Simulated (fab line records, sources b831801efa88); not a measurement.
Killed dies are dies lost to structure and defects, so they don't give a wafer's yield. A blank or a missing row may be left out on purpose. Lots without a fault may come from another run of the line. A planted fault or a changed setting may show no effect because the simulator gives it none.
Which tool did it? | flow gf180mcu | 10 lots, 30 wafers sampled, at 6 steps of a route of 602

WHAT THE GAUGES READ, wafer by wafer
GF_M4_OVL_MEAS_15.
lot  | measured     | on         | M4_OVL (nm)
L468 | day 24 01:19 | overlay-01 | 0 0 -4
L470 | day 24 18:31 | overlay-02 | -7 -7 -7
L471 | day 25 03:59 | overlay-02 | 3 4 -3
L472 | day 25 11:40 | overlay-01 | -8 -10 -3
L480 | day 28 03:04 | overlay-02 | -2 -9 -8
L481 | day 28 10:52 | overlay-02 | 2 3 3
L482 | day 28 14:42 | overlay-02 | -5 -6 5
L483 | day 28 22:10 | overlay-01 | 9 9 8
L486 | day 29 17:16 | overlay-02 | 4 4 -5
L488 | day 30 03:50 | overlay-02 | 9 3 10

GF_MIM_RS_MEAS_10: measures by four-point-probe.
lot  | measured     | on            | MIM_ALCU_RS (ohm/sq)
L468 | day 25 02:28 | film_metro-02 | 0.1610 0.1629 0.1573
L470 | day 25 19:10 | film_metro-02 | 0.2216 0.1604 0.2243
L471 | day 26 04:25 | film_metro-03 | 0.1612 0.2205 0.1615
L472 | day 26 12:11 | film_metro-03 | 0.2239 0.1589 0.1615
L480 | day 29 01:29 | film_metro-04 | 0.1600 0.1610 0.1645
L481 | day 29 09:04 | film_metro-04 | 0.1595 0.1601 0.1638
L482 | day 29 12:48 | film_metro-02 | 0.1627 0.1637 0.1613
L483 | day 29 22:06 | film_metro-04 | 0.1614 0.1647 0.1594
L486 | day 30 14:08 | film_metro-02 | 0.1588 0.1605 0.1595
L488 | day 31 01:33 | film_metro-04 | 0.1604 0.1575 0.1571

GF_MIM_THK_MEAS_11: measures by xrf.
lot  | measured     | on            | MIM_ALCU_THK (nm)
L468 | day 25 02:34 | film_metro-02 | 198.1 196.9 203.1
L470 | day 25 19:17 | film_metro-02 | 147.5 200.1 145.9
L471 | day 26 04:31 | film_metro-03 | 200.4 147.7 198.7
L472 | day 26 12:18 | film_metro-03 | 145.5 201.7 199.0
L480 | day 29 01:36 | film_metro-04 | 200.0 198.2 195.9
L481 | day 29 09:11 | film_metro-04 | 201.3 200.3 195.9
L482 | day 29 12:55 | film_metro-02 | 197.4 194.8 196.3
L483 | day 29 22:13 | film_metro-04 | 198.2 193.8 202.0
L486 | day 30 14:16 | film_metro-02 | 202.8 201.2 202.1
L488 | day 31 01:39 | film_metro-04 | 200.1 202.3 203.1

WHICH TOOL RAN EACH LOT (tool, then ch and the chambers of the sampled wafers, then the start)
lot  | GF_V4_ETCH_16                      | GF_V4_CVD_23                  | GF_MIM_SPUTTER_08
L468 | rie_diel-03 ch 1,2,3, day 25 00:40 | cvd_w-02 ch 0,1, day 25 01:26 | pvd_sputter-02, day 25 02:23
L470 | rie_diel-03 ch 0,1,3, day 25 17:23 | cvd_w-01 ch 0,1, day 25 18:10 | pvd_sputter-02, day 25 19:07
L471 | rie_diel-02 ch 2,3, day 26 02:35   | cvd_w-02 ch 0,1, day 26 03:22 | pvd_sputter-02, day 26 04:20
L472 | rie_diel-01 ch 1,3, day 26 10:21   | cvd_w-01 ch 0,1, day 26 11:07 | pvd_sputter-02, day 26 12:08
L480 | rie_diel-02 ch 0,2,3, day 28 23:23 | cvd_w-01 ch 0,1, day 29 00:11 | pvd_sputter-02, day 29 01:25
L481 | rie_diel-03 ch 0,2,3, day 29 07:18 | cvd_w-01 ch 0,1, day 29 08:04 | pvd_sputter-04, day 29 09:01
L482 | rie_diel-02 ch 0,2, day 29 11:00   | cvd_w-01 ch 0,1, day 29 11:46 | pvd_sputter-02, day 29 12:43
L483 | rie_diel-02 ch 0,3, day 29 18:25   | cvd_w-02 ch 1, day 29 19:10   | pvd_sputter-02, day 29 22:02
L486 | rie_diel-03 ch 0,2,3, day 30 12:18 | cvd_w-02 ch 0,1, day 30 13:08 | pvd_sputter-03, day 30 14:05
L488 | rie_diel-03 ch 0,1,2, day 30 23:39 | cvd_w-01 ch 0,1, day 31 00:28 | pvd_sputter-02, day 31 01:28
- GF_V4_ETCH_16: etches BARC in N2/H2.
- GF_V4_CVD_23: deposits W, target thk 350 nm, time 104.9 s.
- GF_MIM_SPUTTER_08: material AlCu, target thk 200 nm, time 10.6 s.

WHAT THE TOOLS THEMSELVES READ (means of the sampled wafers that have a number; where no wafer has one, the mark that the record gives instead)
GF_V4_ETCH_16.
lot  | tool        | drypump_motor_current_A (A) | oes_product_au (a.u.) | rf_fwd_power_W (W) | throttle_valve_pct (%)
L468 | rie_diel-03 | 5.6                         | 0.853                 | 495.4              | 13.229
L470 | rie_diel-03 | 5.6                         | 0.852                 | 495.7              | 13.218
L471 | rie_diel-02 | 5.1                         | 0.854                 | 493.0              | 13.214
L472 | rie_diel-01 | 5.4                         | 0.857                 | 494.6              | 13.237
L480 | rie_diel-02 | 5.2                         | 0.859                 | 495.9              | 13.233
L481 | rie_diel-03 | 5.9                         | 0.856                 | 496.6              | 13.214
L482 | rie_diel-02 | 5.3                         | 0.851                 | 494.9              | 13.226
L483 | rie_diel-02 | 5.4                         | 0.856                 | 494.3              | 13.228
L486 | rie_diel-03 | 5.9                         | 0.857                 | 495.5              | 13.223
L488 | rie_diel-03 | 5.7                         | 0.856                 | 495.4              | 13.232

GF_V4_CVD_23.
lot  | tool     | heater_power_w (W)
L468 | cvd_w-02 | 851
L470 | cvd_w-01 | 741
L471 | cvd_w-02 | 860
L472 | cvd_w-01 | 757
L480 | cvd_w-01 | 826
L481 | cvd_w-01 | 819
L482 | cvd_w-01 | 829
L483 | cvd_w-02 | 920
L486 | cvd_w-02 | 807
L488 | cvd_w-01 | 825

GF_MIM_SPUTTER_08.
lot  | tool           | throttle_valve_pct (%)
L468 | pvd_sputter-02 | 29.5
L470 | pvd_sputter-02 | 28.8
L471 | pvd_sputter-02 | 28.8
L472 | pvd_sputter-02 | 29.2
L480 | pvd_sputter-02 | 28.9
L481 | pvd_sputter-04 | 30.2
L482 | pvd_sputter-02 | 28.8
L483 | pvd_sputter-02 | 29.6
L486 | pvd_sputter-03 | 30.1
L488 | pvd_sputter-02 | 28.6

THE ANSWER, worked out from the rows above alone
Rule: what is usual is taken from the lots themselves. Put in order of their means at a reading, lots are off if they are a third of the lots or fewer, leave a main group of 4 or more, and stand apart from it by a gap of 3 or more times the standard deviation of the main group's means; of several such gaps the widest counts. A main group whose means are all the same, to the digits that the tables above print for the reading, isn't used. A lot without any number at a reading at which 4 lots or more have one is off too. The other lots that the step has rows for count as sound. The gauges are gone through in route order, then the tools' own readings, and for those a lot's mean is taken as printed above. The first step at which some lot is off is used, and at that step the reading that is off furthest; a lot without a number counts as furthest.
Off: L470, L471, L472, at GF_MIM_RS_MEAS_10 (MIM_ALCU_RS). The main group: mean 0.1608 ohm/sq, standard deviation 0.0014.
A tool fits if, at a process step before that reading, it ran every lot that is off, and no sound lot after the first of them. The gauges at GF_MIM_RS_MEAS_10 are tried like those tools. None of those tried fits.

WHAT THE SIMULATOR HAD PUT IN
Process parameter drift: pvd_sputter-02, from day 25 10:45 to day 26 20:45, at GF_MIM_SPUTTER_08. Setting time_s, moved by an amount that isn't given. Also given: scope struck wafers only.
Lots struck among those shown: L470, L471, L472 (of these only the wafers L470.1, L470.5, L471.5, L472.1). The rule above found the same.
